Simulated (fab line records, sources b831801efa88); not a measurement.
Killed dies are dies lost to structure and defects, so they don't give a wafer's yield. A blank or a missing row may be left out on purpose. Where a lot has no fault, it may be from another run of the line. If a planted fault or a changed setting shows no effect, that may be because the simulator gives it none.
Problem report in the 8D (eight disciplines) form, filled by code -- flow sky130 -- the parts of the form that need people (team, actions taken, sign-off) are left out

## 1. PROBLEM STATEMENT
killed-at-front-end at SKY_PAD_OPEN_PROBE_99 reads a mean of 146 on 6 wafers of 2 lots; wafers without a fault read 16 with a standard deviation of 4.8. Relative to the usual mean, that is a shift of +27 standard deviations.
Earliest sighting: wafer L527.1 on prober-02 at day 48 05:21. Wafers with a number at this step in the record: 6, from 2 lots. The rule behind "out" and "out of limits": a value lying over 4 standard deviations away from the usual mean. All remaining wafers that have a number are taken as sound.

## 2. WHAT IT IS; WHAT IT IS NOT
question,is,is not
which readings at this step,"killed-at-front-end, killed-dies, killed-on-rim","killed_at_M0_to_M3, killed_at_M4_up, killed-at-contacts, killed-at-other, killed-open, killed-short"
which lots,"L526, L527",-
which wafers of those lots,all that have a number,-
read on which tools,"prober-01, prober-02",-
when,from day 48 05:21,up to then (0 sound wafers)

## 3. WHAT RULES OUT EACH SUSPECT
Counting: a tool at any process step up to the reading remains a suspect when it ran all the lots that are out and ran no sound lot after the first of those.
- furnace-01 at SKY_GATE_OXIDE_OXIDATION_01 (stabilise 600 s, purge 300 s, target thk 10.268 nm): kept. It ran every lot that is out, first L526 (day 15 22:08), and no sound lot after that.
- pvd-sputter-03 at SKY_METAL4_SPUTTER_03 (material Ti, target thk 5 nm, time 3.3 s): kept. It ran every lot that is out, first L527 (day 42 14:20), and no sound lot after that.
- rie-diel-04 at SKY_METAL4_ETCH_17 (etches SiO2 in C4F8/O2/Ar, stops on TiN, time 3.9 s, target depth 15 nm): kept. It ran every lot that is out, first L527 (day 44 12:43), and no sound lot after that.
- pvd-sputter-03 at SKY_METAL5_SPUTTER_02 (material AlCu, target thk 1150 nm, time 61.2 s): kept. It ran every lot that is out, first L527 (day 45 13:34), and no sound lot after that.
Left after counting: furnace-01 at SKY_GATE_OXIDE_OXIDATION_01, pvd-sputter-03 at SKY_METAL4_SPUTTER_03, rie-diel-04 at SKY_METAL4_ETCH_17, pvd-sputter-03 at SKY_METAL5_SPUTTER_02.

## 4. THE CAUSE (what the simulator had put in)
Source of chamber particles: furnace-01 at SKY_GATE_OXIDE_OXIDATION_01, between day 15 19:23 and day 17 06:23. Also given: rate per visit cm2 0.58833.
Counting leaves 4 suspects; this tool is one of them.

## 5. THE EFFECT CHAIN, in route order
Each row: a reading where the mean over the struck wafers with a number is more than 3 standard deviations away from the usual. Readings are gone through only where the record gives a usual standard deviation; hours: the median, over the lots, of the time from a lot's start at the first step in this table giving one to that lot's start at this step; sigmas: the change measured in usual standard deviations.
hours,step,reading,usual,on struck wafers,change,sigmas
0,SKY_PAD_OPEN_PROBE_99,killed-at-front-end,16,146,+130,+27
0,SKY_PAD_OPEN_PROBE_99,killed-dies,89,207,+118,+12
0,SKY_PAD_OPEN_PROBE_99,killed-on-rim,17,38,+21,+6.1
It contains these process steps:
- SKY_PAD_OPEN_PROBE_99

## 6. WHAT WOULD HAVE CAUGHT IT SOONER
In this record no reading fell out of limits until day 48 05:21, 778 hours after the fault had begun at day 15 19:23.
By day 48 05:21, every lot that is out (2) had started SKY_GATE_OXIDE_OXIDATION_01 on furnace-01. A hold on the tool at that time would have spared none of them.
